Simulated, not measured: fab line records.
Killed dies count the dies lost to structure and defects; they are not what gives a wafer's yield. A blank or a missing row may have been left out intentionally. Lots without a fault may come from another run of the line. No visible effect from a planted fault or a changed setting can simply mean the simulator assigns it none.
Struck lot and sound lot, side by side + flow sfq_line + 21 out of 325 route steps
Sound: these wafers, L835.2, L835.4, L835.5. Struck: wafer L825.3; the same lot's L825.1 was not struck, so it is left out; see the end for the cause.
For every step that has rows: the tool of each side, followed by ch and its chambers, followed by its first start. Under that, the readings that differ: sound wafers + struck wafers + difference of the means + sigmas: that difference in standard deviations of wafers without a fault.
alike: words and numbers the same on both sides, and readings whose means are apart by under 2 such deviations; not compared: readings that were withheld, readings missing a value for some wafer, numbers with overlapping values and no deviation given by the record, and bounds like >300 which may hide the same value.
The two part at a step that has a row with sigmas, a row that says differs or no value, or rows on one side only. When numbers do not overlap yet have no deviation, they are printed without sigmas and do not part them. A reading missing from all wafers of one side parts the sides only when that side holds two or more wafers.

SFQ_L0_THK_MEAS_902: measures by xrf.
  sound on film_metro-01, day 5 06:41; struck on film_metro-04, day 3 04:41
  alike: L0_MONX_KI_THK
then, 6 steps without rows for these wafers: SFQ_TRILAYER_L0_LITHO_COAT_010 (resist thk 62 nm); SFQ_TRILAYER_L0_LITHO_COAT_005 (resist thk 600 nm); SFQ_TRILAYER_L0_LITHO_SOFTBAKE_009; SFQ_TRILAYER_L0_LITHO_EXPOSE_006 (exposes mask L0, target cd 2000 nm); SFQ_TRILAYER_L0_LITHO_PEB_008 (peb time 60 s); SFQ_TRILAYER_L0_LITHO_DEVELOP_007 (time 60 s).
SFQ_TRILAYER_L0_BARC_OPEN_METAL_ETCH_010: etches BARC in O2, target depth 125 nm, time 41.7 s.
  sound on rie_metal-04 ch 0,1, day 6 17:19; struck on rie_metal-01 ch 0, day 4 10:56
  alike: drypump_motor_current_A, he_backside_leak_sccm, oes_product_au
  not compared: rf_hours_counter_h
SFQ_TRILAYER_L0_ETCH_METAL_ETCH_008: etches MoNx KI in SF6/O2, stops on SiO2, target depth 50 nm, time 25 s.
  sound on rie_metal-04 ch 0,1, day 6 17:22; struck on rie_metal-01 ch 0, day 4 10:59
  alike: drypump_motor_current_A, he_backside_leak_sccm, oes_product_au
  not compared: rf_hours_counter_h
SFQ_TRILAYER_L0_STRIP_STRIP_009: strips in O2.
  sound on rie_metal-04 ch 0,1, day 6 17:25; struck on rie_metal-01 ch 0, day 4 11:02
| reading               | sound             | struck | difference | sigmas |
|-----------------------|-------------------|--------|------------|--------|
| oes_product_au (a.u.) | 0.992 0.993 0.997 | 1.013  | +0.019     | +2     |
  alike: drypump_motor_current_A, he_backside_leak_sccm
  not compared: rf_hours_counter_h
then, 1 step without rows for these wafers: SFQ_TRILAYER_L0_STRIP_SOLV_CLEAN_010 (cleans in NMP, time 600 s).
SFQ_TRILAYER_L0_CAP_PECVD_011: deposits SiO2 from SiH4/N2O, time 13.333 s, target thk 60 nm.
  sound on pecvd-02 ch 1,2, day 6 18:11; struck on pecvd-04 ch 0, day 4 11:49
| reading            | sound      | struck | difference | sigmas |
|--------------------|------------|--------|------------|--------|
| heater_power_w (W) | 119 118 96 | 65     | -46        | -2     |
  alike: throttle_valve_pct
SFQ_TRILAYER_L0_VIA_LITHO_COAT_018: resist thk 62 nm.
  sound on litho_track-03 ch 0, day 6 18:16; struck on litho_track-01 ch 0, day 4 11:50
| reading                                                  | sound             | struck | difference | sigmas |
|----------------------------------------------------------|-------------------|--------|------------|--------|
| model.BARC_of_TRILAYER_L0_VIA_LITHO_COAT_018.thk_nm (nm) | 61.96 62.04 62.22 | 63.21  | +1.14      |        |
then, 5 steps without rows for these wafers: SFQ_TRILAYER_L0_VIA_LITHO_COAT_013 (resist thk 650 nm); SFQ_TRILAYER_L0_VIA_LITHO_SOFTBAKE_017; SFQ_TRILAYER_L0_VIA_LITHO_EXPOSE_014 (exposes mask L0V, target cd 700 nm); SFQ_TRILAYER_L0_VIA_LITHO_PEB_016 (peb time 60 s); SFQ_TRILAYER_L0_VIA_LITHO_DEVELOP_015 (time 60 s).
SFQ_L0V_OVL_MEAS_903:
  sound on overlay-01, day 8 06:29; struck on overlay-01, day 5 23:19
  alike: L0V_OVL
SFQ_TRILAYER_L0_VIA_BARC_OPEN_VIA_ETCH_021: etches BARC in O2, target depth 125 nm, time 41.7 s.
  sound on rie_diel-04 ch 1,3, day 8 06:31; struck on rie_diel-03 ch 3, day 5 23:21
| reading                  | sound             | struck | difference | sigmas |
|--------------------------|-------------------|--------|------------|--------|
| model.etch.depth_nm (nm) | 61.96 62.04 62.22 | 63.21  | +1.14      |        |
  alike: drypump_motor_current_A, oes_product_au
  not compared: rf_hours_counter_h
SFQ_TRILAYER_L0_VIA_ETCH_VIA_ETCH_016: etches SiO2 in CHF3, stops on MoNx KI, target depth 80 nm.
  sound on rie_diel-04 ch 1,3, day 8 06:34; struck on rie_diel-03 ch 3, day 5 23:25
  alike: drypump_motor_current_A, oes_product_au

## WHERE THEY PART
First at SFQ_TRILAYER_L0_STRIP_STRIP_009; last, within this record, at SFQ_TRILAYER_L0_CAP_PECVD_011. Later steps at which nothing parts them and some readings are alike: SFQ_L0V_OVL_MEAS_903, SFQ_TRILAYER_L0_VIA_BARC_OPEN_VIA_ETCH_021, SFQ_TRILAYER_L0_VIA_ETCH_VIA_ETCH_016.

WHY: whatever the simulator had introduced
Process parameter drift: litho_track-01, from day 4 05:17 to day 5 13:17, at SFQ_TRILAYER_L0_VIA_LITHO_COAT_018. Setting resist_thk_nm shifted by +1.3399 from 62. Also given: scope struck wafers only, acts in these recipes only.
